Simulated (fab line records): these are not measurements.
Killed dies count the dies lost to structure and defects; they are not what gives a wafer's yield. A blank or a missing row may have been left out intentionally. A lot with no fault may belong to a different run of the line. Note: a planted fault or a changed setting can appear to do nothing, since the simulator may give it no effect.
fab line records ; flow sky130
record lots=24; wafers=72; last_day=50
route steps=708 shown VIA1@459 VIA2@510 CAPM@541 VIA3@576 METAL5@675
lots with no fault: from the same line, run without faults
start_h: the number of hours between the record's first day and the start of the first shown wafer of the lot ; wait_h: time in hours since the lot's previous step ; " as in the row above ; L1.1+2: one row covering several wafers at once ; - no value present, or no start provided ; * or withheld: withheld ; < > ~ a bound
route shown NAME@n: a module of which the file shows steps, and the number in the route of the first ; usual: average and standard deviation across the fault-free wafers ; same: alike in all rows ; chamber/n: place in a boat ; sites: the reading at each site ; _std_site: the values' standard deviation ; _edge_site: mean of outer sites minus mean of inner sites ; radius_mm: for every site, how far away it sits from the centre of the wafer ; mask NAME#n: copy n ; behind: the last tool/chamber to shape the wafer ; hold: the reason the lot was held/the length of the hold in hours/how it ended ; device: whichever transistor did not switch (one of n, p or np) ; end of line: the route-end tests of the same wafers ; a step given without rows: its recipe and nothing more ; killed: at the first sort, the dies lost to defects and structure; wafer yield is something else ; map: a wafer's dies, x killed, . not, _ none there
set.NAME: the setting the step ran with; set.NAME@STEP: the setting that earlier step ran with ; model.NAME: the simulator's own value behind a step, which no gauge read
a sample of lots followed through the steps of the route, with each step as a table and each wafer as a row
services: from which hour (start_h, from the record's first day; less than 0 if before it) a tool's chamber was out of use, for how many hours, and why
## steps
# step SKY_VIA1_THK_MEAS_01
# recipe reads=SiO2_of_VIA1_HDPCVD_00
# usual VIA1_HDPCVD_THK=1026/8.8
lot.wafer;tool;chamber;start_h;wait_h;VIA1_HDPCVD_THK[nm]
L074.2;film_metro-03;-;764.94;0.1;1036
L074.4;film_metro-03;-;764.94;0.1;1041
L074.5;film_metro-03;-;764.94;0.1;1031
L075.2;film_metro-02;-;781.76;0.1;1027
L075.4;film_metro-02;-;781.76;0.1;1033
L075.6;film_metro-02;-;781.76;0.1;1032
L076.1;film_metro-01;-;786.49;0.1;1023
L076.2;film_metro-01;-;786.49;0.1;1031
L076.6;film_metro-01;-;786.49;0.1;1028
L077.2;film_metro-03;-;800.64;0.1;1031
L077.5;film_metro-03;-;800.64;0.1;1047
L077.6;film_metro-03;-;800.64;0.1;1035
L078.1;film_metro-01;-;805.65;0.1;1016
L078.5;film_metro-01;-;805.65;0.1;1022
L078.6;film_metro-01;-;805.65;0.1;1018
L079.1;film_metro-02;-;813.64;0.1;1014
L079.2;film_metro-02;-;813.64;0.1;1034
L079.5;film_metro-02;-;813.64;0.1;1031
L080.1;film_metro-02;-;819.84;0.1;1014
L080.4;film_metro-02;-;819.84;0.1;1026
L080.5;film_metro-02;-;819.84;0.1;1023
L082.3;film_metro-02;-;831.58;0.1;1031
L082.4;film_metro-02;-;831.58;0.1;1024
L082.5;film_metro-02;-;831.58;0.1;1027
L081.2;film_metro-03;-;832.54;0.1;1019
L081.5;film_metro-03;-;832.54;0.1;1028
L081.6;film_metro-03;-;832.54;0.1;1032
L083.1;film_metro-02;-;843.48;0.1;1020
L083.5;film_metro-02;-;843.48;0.1;1017
L083.6;film_metro-02;-;843.48;0.1;1012
L084.3;film_metro-03;-;853.64;0.1;1030
L084.4;film_metro-03;-;853.64;0.1;1048
L084.5;film_metro-03;-;853.64;0.1;1033
L085.2;film_metro-02;-;854.21;0.1;1027
L085.3;film_metro-02;-;854.21;0.1;1029
L085.5;film_metro-02;-;854.21;0.1;1023
L086.1;film_metro-03;-;864.90;0.1;1008
L086.5;film_metro-03;-;864.90;0.1;1029
L086.6;film_metro-03;-;864.90;0.1;1029
L087.2;film_metro-03;-;870.80;0.1;1021
L087.4;film_metro-03;-;870.80;0.1;1022
L087.5;film_metro-03;-;870.80;0.1;1033
L088.3;film_metro-01;-;880.56;0.1;1027
L088.4;film_metro-01;-;880.56;0.1;1021
L088.5;film_metro-01;-;880.56;0.1;1031
L089.3;film_metro-03;-;890.27;0.1;1018
L089.5;film_metro-03;-;890.27;0.1;1027
L089.6;film_metro-03;-;890.27;0.1;1034
L090.1;film_metro-02;-;893.44;0.1;1019
L090.2;film_metro-02;-;893.44;0.1;1010
L090.6;film_metro-02;-;893.44;0.1;1039
L091.2;film_metro-01;-;900.74;0.1;1034
L091.4;film_metro-01;-;900.74;0.1;1026
L091.6;film_metro-01;-;900.74;0.1;1026
L092.1;film_metro-02;-;910.15;0.1;1035
L092.4;film_metro-02;-;910.15;0.1;1033
L092.5;film_metro-02;-;910.15;0.1;1041
L093.1;film_metro-01;-;912.21;0.1;1034
L093.3;film_metro-01;-;912.21;0.1;1028
L093.6;film_metro-01;-;912.21;0.1;1031
L094.2;film_metro-03;-;914.99;0.1;1027
L094.3;film_metro-03;-;914.99;0.1;1032
L094.5;film_metro-03;-;914.99;0.1;1016
L095.4;film_metro-03;-;932.84;0.0;1035
L095.5;film_metro-03;-;932.84;0.0;1026
L095.6;film_metro-03;-;932.84;0.0;1024
L096.1;film_metro-02;-;938.98;0.1;1016
L096.4;film_metro-02;-;938.98;0.1;1012
L096.6;film_metro-02;-;938.98;0.1;1022
L097.1;film_metro-02;-;950.58;0.1;1023
L097.4;film_metro-02;-;950.58;0.1;1016
L097.6;film_metro-02;-;950.58;0.1;1011
# step SKY_VIA1_SPUTTER_20
# recipe material=TiN; target_thk_nm=20; chamber_pressure_pa=5; power_w=4000; time_s=80
# usual throttle_valve_pct=29.9/0.86
lot.wafer;tool;chamber;start_h;wait_h;throttle_valve_pct
L074.2;pvd_sputter-03;-;792.77;0.0;29.1
L074.4;pvd_sputter-03;-;792.77;0.0;29.7
L074.5;pvd_sputter-03;-;792.77;0.0;29.8
L075.2;pvd_sputter-01;-;809.24;0.0;29.9
L075.4;pvd_sputter-01;-;809.24;0.0;30.3
L075.6;pvd_sputter-01;-;809.24;0.0;29.8
L076.1;pvd_sputter-01;-;813.94;0.0;31.3
L076.2;pvd_sputter-01;-;813.94;0.0;27.8
L076.6;pvd_sputter-01;-;813.94;0.0;27.9
L077.2;pvd_sputter-03;-;828.82;0.0;30.6
L077.5;pvd_sputter-03;-;828.82;0.0;29.6
L077.6;pvd_sputter-03;-;828.82;0.0;30.1
L078.1;pvd_sputter-03;-;833.40;0.0;29.1
L078.5;pvd_sputter-03;-;833.40;0.0;30.7
L078.6;pvd_sputter-03;-;833.40;0.0;29.0
L079.1;pvd_sputter-02;-;840.77;0.0;30.2
L079.2;pvd_sputter-02;-;840.77;0.0;31.3
L079.5;pvd_sputter-02;-;840.77;0.0;30.4
L080.1;pvd_sputter-01;-;847.36;0.0;27.9
L080.4;pvd_sputter-01;-;847.36;0.0;29.8
L080.5;pvd_sputter-01;-;847.36;0.0;28.0
L082.3;pvd_sputter-01;-;859.24;0.0;28.0
L082.4;pvd_sputter-01;-;859.24;0.0;29.8
L082.5;pvd_sputter-01;-;859.24;0.0;30.0
L081.2;pvd_sputter-02;-;860.19;0.0;31.3
L081.5;pvd_sputter-02;-;860.19;0.0;30.5
L081.6;pvd_sputter-02;-;860.19;0.0;31.1
L083.1;pvd_sputter-03;-;870.75;0.0;30.2
L083.5;pvd_sputter-03;-;870.75;0.0;29.9
L083.6;pvd_sputter-03;-;870.75;0.0;30.3
L084.3;pvd_sputter-01;-;880.50;0.0;30.2
L084.4;pvd_sputter-01;-;880.50;0.0;28.2
L084.5;pvd_sputter-01;-;880.50;0.0;30.3
L085.2;pvd_sputter-03;-;881.68;0.0;30.2
L085.3;pvd_sputter-03;-;881.68;0.0;30.0
L085.5;pvd_sputter-03;-;881.68;0.0;29.9
L086.1;pvd_sputter-01;-;892.34;0.0;28.1
L086.5;pvd_sputter-01;-;892.34;0.0;31.1
L086.6;pvd_sputter-01;-;892.34;0.0;29.7
L087.2;pvd_sputter-03;-;898.12;0.0;30.0
L087.4;pvd_sputter-03;-;898.12;0.0;29.6
L087.5;pvd_sputter-03;-;898.12;0.0;29.6
L088.3;pvd_sputter-01;-;907.37;0.0;29.9
L088.4;pvd_sputter-01;-;907.37;0.0;27.7
L088.5;pvd_sputter-01;-;907.37;0.0;31.5
L089.3;pvd_sputter-03;-;916.94;0.0;30.0
L089.5;pvd_sputter-03;-;916.94;0.0;30.1
L089.6;pvd_sputter-03;-;916.94;0.0;29.0
L090.1;pvd_sputter-03;-;919.45;0.0;29.0
L090.2;pvd_sputter-03;-;919.45;0.0;30.3
L090.6;pvd_sputter-03;-;919.45;0.0;29.8
L091.2;pvd_sputter-03;-;926.80;0.0;30.2
L091.4;pvd_sputter-03;-;926.80;0.0;29.2
L091.6;pvd_sputter-03;-;926.80;0.0;30.1
L092.1;pvd_sputter-01;-;936.32;0.0;31.3
L092.4;pvd_sputter-01;-;936.32;0.0;29.9
L092.5;pvd_sputter-01;-;936.32;0.0;30.2
L093.1;pvd_sputter-02;-;938.42;0.0;30.1
L093.3;pvd_sputter-02;-;938.42;0.0;30.3
L093.6;pvd_sputter-02;-;938.42;0.0;31.2
L094.2;pvd_sputter-03;-;941.20;0.0;28.8
L094.3;pvd_sputter-03;-;941.20;0.0;29.8
L094.5;pvd_sputter-03;-;941.20;0.0;29.2
L095.4;pvd_sputter-03;-;957.92;0.0;29.8
L095.5;pvd_sputter-03;-;957.92;0.0;30.0
L095.6;pvd_sputter-03;-;957.92;0.0;29.9
L096.1;pvd_sputter-03;-;964.09;0.0;29.9
L096.4;pvd_sputter-03;-;964.09;0.0;30.4
L096.6;pvd_sputter-03;-;964.09;0.0;30.0
L097.1;pvd_sputter-02;-;975.80;0.0;30.2
L097.4;pvd_sputter-02;-;975.80;0.0;31.4
L097.6;pvd_sputter-02;-;975.80;0.0;30.0
# step SKY_VIA2_BOW_MEAS_03
# recipe mode=bow
# usual VIA2_BOW=86/7.5
lot.wafer;tool;chamber;start_h;wait_h;VIA2_BOW[um]
L074.2;film_metro-04;-;821.64;0.3;81
L074.4;film_metro-04;-;821.64;0.3;79
L074.5;film_metro-04;-;821.64;0.3;77
L075.2;film_metro-03;-;838.40;0.2;82
L075.4;film_metro-03;-;838.40;0.2;88
L075.6;film_metro-03;-;838.40;0.2;87
L076.1;film_metro-04;-;842.98;0.1;96
L076.2;film_metro-04;-;842.98;0.1;106
L076.6;film_metro-04;-;842.98;0.1;81
L077.2;film_metro-03;-;857.00;0.3;89
L077.5;film_metro-03;-;857.00;0.3;85
L077.6;film_metro-03;-;857.00;0.3;87
L078.1;film_metro-03;-;862.86;0.2;88
L078.5;film_metro-03;-;862.86;0.2;85
L078.6;film_metro-03;-;862.86;0.2;83
L079.1;film_metro-04;-;868.93;0.1;103
L079.2;film_metro-04;-;868.93;0.1;86
L079.5;film_metro-04;-;868.93;0.1;93
L080.1;film_metro-02;-;875.46;0.2;80
L080.4;film_metro-02;-;875.46;0.2;90
L080.5;film_metro-02;-;875.46;0.2;84
L082.3;film_metro-04;-;886.90;0.1;89
L082.4;film_metro-04;-;886.90;0.1;104
L082.5;film_metro-04;-;886.90;0.1;89
L081.2;film_metro-04;-;888.43;0.1;84
L081.5;film_metro-04;-;888.43;0.1;91
L081.6;film_metro-04;-;888.43;0.1;83
L083.1;film_metro-04;-;899.26;0.2;86
L083.5;film_metro-04;-;899.26;0.2;88
L083.6;film_metro-04;-;899.26;0.2;74
L084.3;film_metro-03;-;908.35;0.3;93
L084.4;film_metro-03;-;908.35;0.3;80
L084.5;film_metro-03;-;908.35;0.3;83
L085.2;film_metro-04;-;909.69;0.3;111
L085.3;film_metro-04;-;909.69;0.3;98
L085.5;film_metro-04;-;909.69;0.3;85
L086.1;film_metro-03;-;919.41;0.1;90
L086.5;film_metro-03;-;919.41;0.1;87
L086.6;film_metro-03;-;919.41;0.1;90
L087.2;film_metro-04;-;925.21;0.2;90
L087.4;film_metro-04;-;925.21;0.2;78
L087.5;film_metro-04;-;925.21;0.2;85
L088.3;film_metro-02;-;934.12;0.2;76
L088.4;film_metro-02;-;934.12;0.2;84
L088.5;film_metro-02;-;934.12;0.2;90
L089.3;film_metro-02;-;944.42;0.1;84
L089.5;film_metro-02;-;944.42;0.1;80
L089.6;film_metro-02;-;944.42;0.1;94
L090.1;film_metro-02;-;946.81;0.2;86
L090.2;film_metro-02;-;946.81;0.2;86
L090.6;film_metro-02;-;946.81;0.2;90
L091.2;film_metro-03;-;954.35;0.2;73
L091.4;film_metro-03;-;954.35;0.2;86
L091.6;film_metro-03;-;954.35;0.2;87
L092.1;film_metro-03;-;962.88;0.2;95
L092.4;film_metro-03;-;962.88;0.2;87
L092.5;film_metro-03;-;962.88;0.2;85
L093.1;film_metro-04;-;964.48;0.2;85
L093.3;film_metro-04;-;964.48;0.2;97
L093.6;film_metro-04;-;964.48;0.2;86
L094.2;film_metro-03;-;967.45;0.1;73
L094.3;film_metro-03;-;967.45;0.1;73
L094.5;film_metro-03;-;967.45;0.1;79
L095.4;film_metro-04;-;984.39;0.2;89
L095.5;film_metro-04;-;984.39;0.2;90
L095.6;film_metro-04;-;984.39;0.2;91
L096.1;film_metro-03;-;991.34;0.1;84
L096.4;film_metro-03;-;991.34;0.1;80
L096.6;film_metro-03;-;991.34;0.1;85
L097.1;film_metro-04;-;1002.07;0.1;88
L097.4;film_metro-04;-;1002.07;0.1;79
L097.6;film_metro-04;-;1002.07;0.1;74
# step SKY_CAPM_THK_MEAS_04
# recipe thk_meas_gauge=xrf; reads=TiN_of_CAPM_SPUTTER_02
# usual CAPM_TIN_THK=198.6/2.4
lot.wafer;tool;chamber;start_h;wait_h;CAPM_TIN_THK[nm]
L074.2;film_metro-01;-;849.13;0.1;200.1
L074.4;film_metro-01;-;849.13;0.1;201.3
L074.5;film_metro-01;-;849.13;0.1;197.2
L075.2;film_metro-02;-;867.45;0.1;194.8
L075.4;film_metro-02;-;867.45;0.1;196.1
L075.6;film_metro-02;-;867.45;0.1;194.2
L076.1;film_metro-04;-;871.22;0.1;196.4
L076.2;film_metro-04;-;871.22;0.1;197.4
L076.6;film_metro-04;-;871.22;0.1;194.4
L077.2;film_metro-04;-;884.75;0.1;199.2
L077.5;film_metro-04;-;884.75;0.1;202.0
L077.6;film_metro-04;-;884.75;0.1;200.5
L078.1;film_metro-04;-;890.87;0.1;195.3
L078.5;film_metro-04;-;890.87;0.1;196.1
L078.6;film_metro-04;-;890.87;0.1;197.6
L079.1;film_metro-02;-;896.35;0.1;200.4
L079.2;film_metro-02;-;896.35;0.1;199.8
L079.5;film_metro-02;-;896.35;0.1;201.4
L080.1;film_metro-04;-;903.45;0.1;194.9
L080.4;film_metro-04;-;903.45;0.1;196.0
L080.5;film_metro-04;-;903.45;0.1;197.8
L082.3;film_metro-01;-;914.65;0.1;199.4
L082.4;film_metro-01;-;914.65;0.1;199.6
L082.5;film_metro-01;-;914.65;0.1;201.1
L081.2;film_metro-01;-;916.12;0.1;195.4
L081.5;film_metro-01;-;916.12;0.1;196.1
L081.6;film_metro-01;-;916.12;0.1;195.3
L083.1;film_metro-04;-;926.10;0.1;199.2
L083.5;film_metro-04;-;926.10;0.1;198.7
L083.6;film_metro-04;-;926.10;0.1;198.0
L084.3;film_metro-02;-;935.27;0.1;199.8
L084.4;film_metro-02;-;935.27;0.1;198.1
L084.5;film_metro-02;-;935.27;0.1;198.8
L085.2;film_metro-02;-;936.26;0.1;203.3
L085.3;film_metro-02;-;936.26;0.1;202.1
L085.5;film_metro-02;-;936.26;0.1;201.6
L086.1;film_metro-02;-;946.52;0.1;199.0
L086.5;film_metro-02;-;946.52;0.1;198.6
L086.6;film_metro-02;-;946.52;0.1;197.7
L087.2;film_metro-04;-;952.07;0.1;192.5
L087.4;film_metro-04;-;952.07;0.1;195.2
L087.5;film_metro-04;-;952.07;0.1;195.3
L088.3;film_metro-02;-;960.74;0.1;198.2
L088.4;film_metro-02;-;960.74;0.1;198.9
L088.5;film_metro-02;-;960.74;0.1;199.4
L089.3;film_metro-02;-;970.63;0.1;196.6
L089.5;film_metro-02;-;970.63;0.1;194.8
L089.6;film_metro-02;-;970.63;0.1;196.6
L090.1;film_metro-01;-;973.22;0.1;202.4
L090.2;film_metro-01;-;973.22;0.1;201.0
L090.6;film_metro-01;-;973.22;0.1;200.8
L091.2;film_metro-04;-;981.41;0.1;199.1
L091.4;film_metro-04;-;981.41;0.1;197.5
L091.6;film_metro-04;-;981.41;0.1;198.3
L092.1;film_metro-01;-;988.61;0.1;197.8
L092.4;film_metro-01;-;988.61;0.1;199.5
L092.5;film_metro-01;-;988.61;0.1;198.2
L093.1;film_metro-02;-;991.05;0.1;199.5
L093.3;film_metro-02;-;991.05;0.1;200.4
L093.6;film_metro-02;-;991.05;0.1;201.0
L094.2;film_metro-01;-;992.88;0.1;200.1
L094.3;film_metro-01;-;992.88;0.1;199.9
L094.5;film_metro-01;-;992.88;0.1;199.7
L095.4;film_metro-01;-;1009.92;0.1;201.3
L095.5;film_metro-01;-;1009.92;0.1;202.4
L095.6;film_metro-01;-;1009.92;0.1;201.4
L096.1;film_metro-02;-;1016.24;0.1;197.5
L096.4;film_metro-02;-;1016.24;0.1;197.6
L096.6;film_metro-02;-;1016.24;0.1;198.3
L097.1;film_metro-01;-;1027.50;0.1;201.2
L097.4;film_metro-01;-;1027.50;0.1;202.6
L097.6;film_metro-01;-;1027.50;0.1;198.7
# step SKY_VIA3_BOW_MEAS_03
# recipe mode=bow
# usual VIA3_BOW=80/7.2
lot.wafer;tool;chamber;start_h;wait_h;VIA3_BOW[um]
L074.2;film_metro-02;-;902.71;0.1;73
L074.4;film_metro-02;-;902.71;0.1;70
L074.5;film_metro-02;-;902.71;0.1;69
L075.2;film_metro-02;-;919.80;0.3;74
L075.4;film_metro-02;-;919.80;0.3;78
L075.6;film_metro-02;-;919.80;0.3;78
L076.1;film_metro-03;-;923.91;0.1;85
L076.2;film_metro-03;-;923.91;0.1;95
L076.6;film_metro-03;-;923.91;0.1;70
L077.2;film_metro-02;-;936.89;0.2;86
L077.5;film_metro-02;-;936.89;0.2;81
L077.6;film_metro-02;-;936.89;0.2;85
L078.1;film_metro-02;-;943.61;0.2;84
L078.5;film_metro-02;-;943.61;0.2;82
L078.6;film_metro-02;-;943.61;0.2;78
L079.1;film_metro-02;-;948.08;0.2;98
L079.2;film_metro-02;-;948.08;0.2;79
L079.5;film_metro-02;-;948.08;0.2;85
L080.1;film_metro-01;-;955.95;0.1;74
L080.4;film_metro-01;-;955.95;0.1;85
L080.5;film_metro-01;-;955.95;0.1;79
L082.3;film_metro-03;-;965.45;0.3;83
L082.4;film_metro-03;-;965.45;0.3;95
L082.5;film_metro-03;-;965.45;0.3;81
L081.2;film_metro-02;-;967.45;0.3;75
L081.5;film_metro-02;-;967.45;0.3;80
L081.6;film_metro-02;-;967.45;0.3;74
L083.1;film_metro-03;-;977.35;0.1;80
L083.5;film_metro-03;-;977.35;0.1;83
L083.6;film_metro-03;-;977.35;0.1;68
L084.3;film_metro-01;-;985.84;0.1;86
L084.4;film_metro-01;-;985.84;0.1;73
L084.5;film_metro-01;-;985.84;0.1;74
L085.2;film_metro-03;-;986.79;0.3;103
L085.3;film_metro-03;-;986.79;0.3;91
L085.5;film_metro-03;-;986.79;0.3;79
L086.1;film_metro-01;-;996.79;0.1;89
L086.5;film_metro-01;-;996.79;0.1;85
L086.6;film_metro-01;-;996.79;0.1;86
L087.2;film_metro-03;-;1001.79;0.3;82
L087.4;film_metro-03;-;1001.79;0.3;71
L087.5;film_metro-03;-;1001.79;0.3;77
L088.3;film_metro-02;-;1011.00;0.1;67
L088.4;film_metro-02;-;1011.00;0.1;74
L088.5;film_metro-02;-;1011.00;0.1;81
L089.3;film_metro-02;-;1020.30;0.2;82
L089.5;film_metro-02;-;1020.30;0.2;78
L089.6;film_metro-02;-;1020.30;0.2;93
L090.1;film_metro-01;-;1022.22;0.1;80
L090.2;film_metro-01;-;1022.22;0.1;81
L090.6;film_metro-01;-;1022.22;0.1;83
L091.2;film_metro-01;-;1030.20;0.1;65
L091.4;film_metro-01;-;1030.20;0.1;78
L091.6;film_metro-01;-;1030.20;0.1;78
L092.1;film_metro-03;-;1036.70;0.1;91
L092.4;film_metro-03;-;1036.70;0.1;81
L092.5;film_metro-03;-;1036.70;0.1;77
L093.1;film_metro-02;-;1038.79;0.1;82
L093.3;film_metro-02;-;1038.79;0.1;95
L093.6;film_metro-02;-;1038.79;0.1;82
L094.2;film_metro-03;-;1040.48;0.3;74
L094.3;film_metro-03;-;1040.48;0.3;72
L094.5;film_metro-03;-;1040.48;0.3;79
L095.4;film_metro-02;-;1055.63;0.3;79
L095.5;film_metro-02;-;1055.63;0.3;78
L095.6;film_metro-02;-;1055.63;0.3;79
L096.1;film_metro-03;-;1063.37;0.1;79
L096.4;film_metro-03;-;1063.37;0.1;74
L096.6;film_metro-03;-;1063.37;0.1;79
L097.1;film_metro-03;-;1073.56;0.2;83
L097.4;film_metro-03;-;1073.56;0.2;73
L097.6;film_metro-03;-;1073.56;0.2;69
# step SKY_METAL5_DESCUM_14
# recipe chemistry=O2; source_power_w=150; bias_power_w=0; pressure_mtorr=10; temp_c=40; time_s=11
# usual drypump_motor_current_A=5.58/0.22; oes_product_au=1.003/0.0067
lot.wafer;tool;chamber;start_h;wait_h;drypump_motor_current_A;oes_product_au;rf_hours_counter_h
L074.2;rie_metal-02;0;1029.76;0.1;5.46;1.000;9
L074.4;rie_metal-02;1;1029.76;0.1;5.43;0.997;-
L074.5;rie_metal-02;1;1029.76;0.1;5.45;1.006;-
L075.2;rie_metal-01;0;1044.71;0.1;5.38;1.011;20
L075.4;rie_metal-01;0;1044.71;0.1;5.37;1.001;-
L075.6;rie_metal-01;1;1044.71;0.1;5.86;1.006;-
L076.1;rie_metal-02;1;1047.66;0.1;5.47;1.008;20
L076.2;rie_metal-02;0;1047.66;0.1;5.46;1.004;10
L076.6;rie_metal-02;0;1047.66;0.1;5.47;0.997;-
L077.2;rie_metal-04;1;1058.36;0.1;5.87;0.991;15
L077.5;rie_metal-04;0;1058.36;0.1;5.37;1.000;-
L077.6;rie_metal-04;1;1058.36;0.1;5.93;1.001;-
L078.1;rie_metal-04;1;1066.01;0.1;5.96;1.009;16
L078.5;rie_metal-04;1;1066.01;0.1;5.94;1.007;-
L078.6;rie_metal-04;0;1066.01;0.1;5.40;0.994;-
L079.1;rie_metal-02;1;1068.86;0.1;5.48;0.997;22
L079.2;rie_metal-02;0;1068.86;0.1;5.46;0.995;12
L079.5;rie_metal-02;0;1068.86;0.1;5.45;1.008;-
L080.1;rie_metal-04;0;1075.71;0.1;5.41;0.994;15
L080.4;rie_metal-04;1;1075.71;0.1;5.94;1.004;-
L080.5;rie_metal-04;1;1075.71;0.1;5.91;1.003;-
L082.3;rie_metal-04;0;1084.88;0.1;5.37;0.996;-
L082.4;rie_metal-04;1;1084.88;0.1;5.90;1.003;-
L082.5;rie_metal-04;1;1084.88;0.1;5.94;1.001;-
L081.2;rie_metal-04;0;1086.01;0.1;5.41;1.001;16
L081.5;rie_metal-04;1;1086.01;0.1;5.93;0.999;-
L081.6;rie_metal-04;0;1086.01;0.1;5.42;0.992;-
L083.1;rie_metal-02;1;1094.76;0.1;5.47;1.013;23
L083.5;rie_metal-02;0;1094.76;0.1;5.47;1.012;-
L083.6;rie_metal-02;1;1094.76;0.1;5.46;1.010;-
L084.3;rie_metal-04;0;1100.02;0.1;5.43;0.997;-
L084.4;rie_metal-04;1;1100.02;0.1;5.92;1.005;-
L084.5;rie_metal-04;0;1100.02;0.1;5.42;1.008;-
L085.2;rie_metal-02;0;1101.86;0.1;5.44;1.005;14
L085.3;rie_metal-02;0;1101.86;0.1;5.46;1.006;-
L085.5;rie_metal-02;0;1101.86;0.1;5.44;1.008;-
L086.1;rie_metal-02;1;1111.11;0.1;5.44;1.005;25
L086.5;rie_metal-02;0;1111.11;0.1;5.45;1.006;-
L086.6;rie_metal-02;1;1111.11;0.1;5.44;1.013;-
L087.2;rie_metal-02;0;1115.41;0.1;5.45;1.012;15
L087.4;rie_metal-02;1;1115.41;0.1;5.48;1.006;-
L087.5;rie_metal-02;1;1115.41;0.1;5.45;1.016;-
L088.3;rie_metal-02;1;1121.83;0.1;5.49;1.011;-
L088.4;rie_metal-02;0;1121.83;0.1;5.46;1.006;-
L088.5;rie_metal-02;1;1121.83;0.1;5.48;1.009;-
L089.3;rie_metal-04;0;1131.52;0.1;5.37;0.999;-
L089.5;rie_metal-04;1;1131.52;0.1;5.93;1.008;-
L089.6;rie_metal-04;0;1131.52;0.1;5.41;0.996;-
L090.1;rie_metal-01;1;1133.96;0.1;5.85;0.987;23
L090.2;rie_metal-01;1;1133.96;0.1;5.85;0.999;-
L090.6;rie_metal-01;1;1133.96;0.1;5.86;0.987;-
L091.2;rie_metal-01;1;1139.31;0.1;5.86;0.994;24
L091.4;rie_metal-01;0;1139.31;0.1;5.38;0.987;-
L091.6;rie_metal-01;0;1139.31;0.1;5.39;0.993;-
L092.1;rie_metal-02;0;1143.96;0.1;5.45;1.014;18
L092.4;rie_metal-02;1;1143.96;0.1;5.49;1.009;-
L092.5;rie_metal-02;0;1143.96;0.1;5.45;1.012;-
L093.1;rie_metal-01;1;1147.71;0.1;5.87;1.008;25
L093.3;rie_metal-01;1;1147.71;0.1;5.88;1.013;-
L093.6;rie_metal-01;0;1147.71;0.1;5.39;0.992;-
L094.2;rie_metal-04;1;1149.61;0.1;5.91;0.998;24
L094.3;rie_metal-04;0;1149.61;0.1;5.41;1.004;-
L094.5;rie_metal-04;1;1149.61;0.1;5.91;0.998;-
L095.4;rie_metal-01;1;1160.47;0.1;5.86;0.995;-
L095.5;rie_metal-01;1;1160.47;0.1;5.87;1.003;-
L095.6;rie_metal-01;0;1160.47;0.1;5.41;1.002;-
L096.1;rie_metal-04;0;1167.31;0.1;5.43;0.996;24
L096.4;rie_metal-04;0;1167.31;0.1;5.45;0.991;-
L096.6;rie_metal-04;0;1167.31;0.1;5.43;0.993;-
L097.1;rie_metal-02;1;1175.91;0.1;5.46;0.998;1
L097.4;rie_metal-02;0;1175.91;0.1;5.45;1.008;-
L097.6;rie_metal-02;1;1175.91;0.1;5.45;1.008;-
## services
tool;chamber;start_h;hours;kind
rie_metal-01;1;807.95;3.0;repair
pvd_sputter-03;-;814.58;1.2;repair
rie_metal-02;0;817.49;16.7;repair
rie_metal-02;1;820.36;7.9;repair
pvd_sputter-01;-;867.88;12.1;repair
rie_metal-04;-;910.39;1.4;pm
pvd_sputter-01;-;936.49;51.4;repair
pvd_sputter-01;-;953.44;6.6;repair
rie_metal-02;-;993.73;14.6;pm
pvd_sputter-01;1;1027.08;-;consumable_replace:kit
pvd_sputter-01;1;1027.08;18.0;scheduled_down
rie_metal-01;1;1033.72;3.0;repair
pvd_sputter-03;-;1046.42;24.0;repair
rie_metal-01;0;1066.70;48.3;repair
rie_metal-01;-;1075.17;28.1;pm
pvd_sputter-03;1;1075.55;-;consumable_replace:kit
pvd_sputter-03;1;1075.55;18.0;scheduled_down
pvd_sputter-03;1;1075.55;18.0;vent_cycle
rie_metal-01;1;1121.36;1.4;repair
rie_metal-02;1;1153.90;-;clean
rie_metal-02;1;1153.90;-;consumable_replace:focus_ring
rie_metal-02;1;1153.90;17.2;scheduled_down
rie_metal-02;1;1153.90;17.2;vent_cycle
pvd_sputter-01;-;1164.16;1.8;repair
## key
fault none
